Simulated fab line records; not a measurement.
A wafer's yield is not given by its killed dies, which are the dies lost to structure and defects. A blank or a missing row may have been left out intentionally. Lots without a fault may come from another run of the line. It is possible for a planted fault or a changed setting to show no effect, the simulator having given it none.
Code-filled problem report in 8D (eight disciplines) form / flow sky130 / the parts of the form that need people (team, actions taken, sign-off) are left out

== 1. PROBLEM STATEMENT ==
At SKY_VIA3_ETCH_14, oes_product_au averages 0.976 a.u. over 3 wafers from 3 lots, while fault-free wafers read 0.855 a.u., standard deviation 0.0048. That puts it +25 standard deviations away from the usual mean.
The step: etches BARC in N2/H2, stops on SiO2, time 45.9 s, target depth 60 nm.
First observed at day 41 16:16: wafer L174.4, on rie_diel-01. The record has a number at this step for 43 wafers belonging to 15 lots. The rule behind "out" and "out of limits": a value lying over 4 standard deviations away from the usual mean. The other wafers with a number count as sound.

== 2. WHAT IT IS, AND WHAT IT ISN'T ==
question=which readings at this step | is=oes_product_au, run_length_s | is not=drypump_motor_current_A, throttle_valve_pct
question=which lots | is=L174, L175, L178 | is not=L168, L169, L170, L182, L184, L185, L186, L187, L188, L189, L190, L191
question=which wafers of those lots | is=L174.4, L175.4, L178.6 | is not=L174.5, L175.1, L178.1, L178.2
question=read on which tools | is=rie_diel-01 | is not=rie_diel-02, rie_diel-03
question=when | is=from day 41 16:16 | is not=up to then (10 sound wafers); but 30 sound wafers of L175, L178, L182, L184, L185, L186, L187, L188, L189, L190, L191 came after

== 3. THE SUSPECTS, EACH WITH WHAT RULES IT OUT ==
Counting: if a tool at a process step up to the reading ran every lot that is out, it stays a suspect. Sound lots after the first of them don't rule it out here, since some wafers of a struck lot are sound.
- rie_diel-01 at SKY_VIA3_ETCH_14 (etches BARC in N2/H2, stops on SiO2, time 45.9 s, target depth 60 nm): kept. It processed each lot that is out (first: L174, day 41 16:16); up to then, its last sound lot is L170 (day 40 11:19). Its own readings are out on those wafers: oes_product_au, run_length_s.
The count leaves rie_diel-01 at SKY_VIA3_ETCH_14.

== 4. THE CAUSE (what the simulator had put in) ==
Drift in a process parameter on rie_diel-01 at SKY_VIA3_ETCH_14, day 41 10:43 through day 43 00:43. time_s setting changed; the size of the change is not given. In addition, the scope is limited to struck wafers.
This tool alone remained once counting was done.

== 5. THE CHAIN OF EFFECTS, in route order ==
Each row: a reading whose mean over the struck wafers that have a number lies more than 3 standard deviations from the usual. Scope: only readings with a usual standard deviation given in the record; hours: median across lots of the time from each lot's start at the first step in this table that gives one to its start at this step; sigmas: change in usual standard deviations.
hours=0; step=SKY_VIA3_ETCH_14; reading=oes_product_au; usual=0.855 a.u.; on struck wafers=0.976; change=+0.121; sigmas=+25
hours=0; step=SKY_VIA3_ETCH_14; reading=run_length_s; usual=74.2 s; on struck wafers=67.9; change=-6.3; sigmas=-14
Process steps it contains:
- SKY_VIA3_ETCH_14: etches BARC in N2/H2, stops on SiO2, time 45.9 s, target depth 60 nm.

== 6. HOW IT WOULD HAVE BEEN CAUGHT EARLIER ==
6 hours passed between the start of the fault at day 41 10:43 and the first reading out of limits in this record, taken at day 41 16:16.
